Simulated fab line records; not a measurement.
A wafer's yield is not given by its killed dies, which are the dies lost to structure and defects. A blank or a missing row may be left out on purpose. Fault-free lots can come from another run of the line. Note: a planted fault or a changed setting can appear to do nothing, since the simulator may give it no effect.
Code-filled problem report in 8D (eight disciplines) form | flow sky130 | the parts of the form that need people (team, actions taken, sign-off) are left out

== 1. THE PROBLEM ==
Mean of beam energy keV at SKY_NWELL_IMPLANT_24: 142.23 across 9 wafers in 3 lots; on wafers with no fault it is 140.00 (standard deviation 0.039). Measured from the usual mean, that is +57 standard deviations.
Seen first at day 7 08:45 on implanter-03, wafer L196.1. At this step, 21 wafers from 7 lots have a number in the record. By rule, "out" or "out of limits" means more than 4 standard deviations away from the usual mean. Any other wafer with a number is counted as sound.

== 2. WHAT IT IS, WHAT IT ISN'T ==
question                    | is                     | is not
which readings at this step | beam energy keV        | -
which lots                  | L196, L198, L201       | L193, L194, L205, L210
which wafers of those lots  | all that have a number | -
read on which tools         | implanter-03           | implanter-01, implanter-04
when                        | from day 7 08:45       | up to then (6 sound wafers); but 6 sound wafers of L205, L210 came after

== 3. THE SUSPECTS, EACH WITH WHAT RULES IT OUT ==
Counting: any tool at a process step up to the reading is kept as a suspect provided that every lot that is out went through it and no sound lot did after the first of them.
- implanter-03 at SKY_NWELL_IMPLANT_24: ruled out as a lasting fault. The sound lots L210 went through it after L196, its earliest lot that is out (day 7 08:45).
Left after counting: nothing in the record.

== 4. THE CAUSE (what the simulator had put in) ==
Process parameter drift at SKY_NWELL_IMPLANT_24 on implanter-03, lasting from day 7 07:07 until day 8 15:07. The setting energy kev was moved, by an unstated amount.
Counting ruled it out, wrongly.

== 5. THE EFFECT CHAIN, in route order ==
Rows list readings where the struck wafers' mean (over those with a number) sits beyond 3 standard deviations from the usual. Only readings whose record carries a usual standard deviation are examined. hours: median over the lots of the time between each lot's start at the first step of this table that gives one and its start at this step. sigmas: the change, counted in usual standard deviations.
hours | step                 | reading         | usual  | on struck wafers | change | sigmas
0     | SKY_NWELL_IMPLANT_24 | beam energy keV | 140.00 | 142.23           | +2.23  | +57
Here are the process steps it includes:
- SKY_NWELL_IMPLANT_24

== 6. HOW IT WOULD HAVE BEEN CAUGHT EARLIER ==
2 hours passed between the start of the fault at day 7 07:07 and the first reading out of limits in this record, taken at day 7 08:45.
